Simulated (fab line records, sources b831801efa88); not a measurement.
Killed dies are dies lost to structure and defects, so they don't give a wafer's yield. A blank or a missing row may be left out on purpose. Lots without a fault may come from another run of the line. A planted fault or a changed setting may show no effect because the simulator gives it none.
Chamber matching | flow sky130 | SKY_VIA3_CMP_24 on cmp-01: 4 sister chambers
The step polishes, stops on SiO2, t overpolish 20 s, target thk 0 nm. 4 wafers are shown with their chamber, then 9 later ones without.

WAFERS WITH THEIR CHAMBER
wafer  | chamber | motor_current_A (A)
L094.5 | 0       | 10.3
L094.1 | 3       | 14.0
L094.2 | 2       | 12.2
L094.3 | 1       | 11.2

WAFERS WITHOUT THEIR CHAMBER
wafer  | motor_current_A (A)
L096.1 | 10.3
L096.3 | 12.1
L096.6 | 13.9
L096.2 | 13.0
L096.4 | 11.0
L096.5 | 12.2
L097.2 | 12.4
L097.4 | 10.9
L097.6 | 10.9

WHICH CHAMBER EACH WENT THROUGH
wafer  | from the rows above     | in truth
L096.1 | 0                       | 0
L096.3 | 2                       | 2
L096.6 | 3                       | 3
L096.2 | can't be placed: 2 or 3 | 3
L096.4 | can't be placed: 1 or 0 | 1
L096.5 | 2                       | 2
L097.2 | 2                       | 2
L097.4 | can't be placed: 1 or 0 | 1
L097.6 | can't be placed: 1 or 0 | 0
Placed correctly: 5 of 9. Can't be placed from these rows: 4 (the true chamber is among the candidates in 4). Placed wrongly: 0.
How it was worked out, from the rows above alone: a wafer's distance from a chamber is the root of the sum, over the readings, of the square of ((its reading less the chamber's mean) divided by the reading's scatter). The wafer belongs to the nearest chamber; if the next one is less than 2 further off, it can't be placed. A chamber's mean is the mean of its shown wafers. The scatter: with one shown wafer a chamber, the root of the mean of the squares of how far each hidden wafer lies from its nearest shown one.
